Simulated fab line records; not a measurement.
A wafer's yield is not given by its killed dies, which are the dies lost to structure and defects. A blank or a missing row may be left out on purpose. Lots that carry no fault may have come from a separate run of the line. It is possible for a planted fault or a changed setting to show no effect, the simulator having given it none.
2 desks, one fault	flow sfqLine	each desk has only its own numbers; what lay behind them comes last

## THE METROLOGY DESK
Means of the sampled wafers that have a number, per lot and without regard to the tool the lot ran on: this is what the gauges read. If a lot's mean is further than 4 standard deviations from the usual mean, the lot is out of limits and carries the mark OUT (the distance appears in the brackets).
Columns: A = L0_MONX_KI_RS at SFQ_L0_RS_MEAS_901, usual 43.5 ohm/sq; B = L0_MONX_KI_THK at SFQ_L0_THK_MEAS_902, usual 40.2 nm; C = L0V_OVL at SFQ_L0V_OVL_MEAS_903, usual -1 nm
lot	first seen here	A	B	C
L631	day 1 12:37	42.9	40.7	-2
L632	day 1 17:34	43.5	40.1	3
L633	day 1 22:37	44.1	39.6	0
L642	day 3 19:36	48.9 (+11) OUT	37.5 (-5.9) OUT	-2
L643	day 4 00:36	49.3 (+12) OUT	37.1 (-6.7) OUT	-12
L644	day 4 05:44	43.0	40.7	4
L645	day 4 10:34	44.1	39.8	-7
L647	day 4 20:36	43.3	40.3	-9
L648	day 5 01:35	43.2	40.6	2
L649	day 5 06:37	43.8	39.8	4
L650	day 5 11:34	43.8	39.8	0
L653	day 6 02:35	43.2	40.4	5
This desk finds L642, L643 out of limits, with the earliest case on L642 at day 3 19:36 (L0_MONX_KI_RS at SFQ_L0_RS_MEAS_901). L631, L632, L633, L644, L645, L647, L648, L649, L650, L653: within limits.

## DESK OF THE TOOL OWNER: pvdSputter-03
The tool's own readings at SFQ_TRILAYER_L0_DEP_SPUTTER_003 (material MoNx KI, target thk 40 nm, time 100 s): means of the sampled wafers that have a number, for each lot that ran on this tool. If a lot's mean is further than 4 standard deviations from the usual mean, the lot is out of limits and carries the mark OUT (the distance appears in the brackets).
Columns: A = throttleValvePct at SFQ_TRILAYER_L0_DEP_SPUTTER_003, usual 30.5 %
lot	first seen here	A
L631	day 1 12:29	29.6
L632	day 1 17:29	31.0
L642	day 3 19:29	30.8
L643	day 4 00:29	30.6
This desk's finding: nothing out of limits on any of the 4 lots.

## ALL TOGETHER
Metrology desk: alarm possible at day 3 19:36 on L642, L643.
The desk of the tool owner found nothing out of limits.
On record at the tool owner's desk: L642, L643, within its limits.
SFQ_TRILAYER_L0_DEP_SPUTTER_003 was run on pvdSputter-03 by each of the lots named.

## WHAT HAD BEEN PUT IN BY THE SIMULATOR
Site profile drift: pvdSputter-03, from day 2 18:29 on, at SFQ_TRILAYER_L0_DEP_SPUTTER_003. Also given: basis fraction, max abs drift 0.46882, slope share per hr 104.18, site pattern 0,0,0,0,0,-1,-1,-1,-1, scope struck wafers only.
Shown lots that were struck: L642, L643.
Hours from the fault's start to each desk's first reading out of limits: the metrology desk, 25.
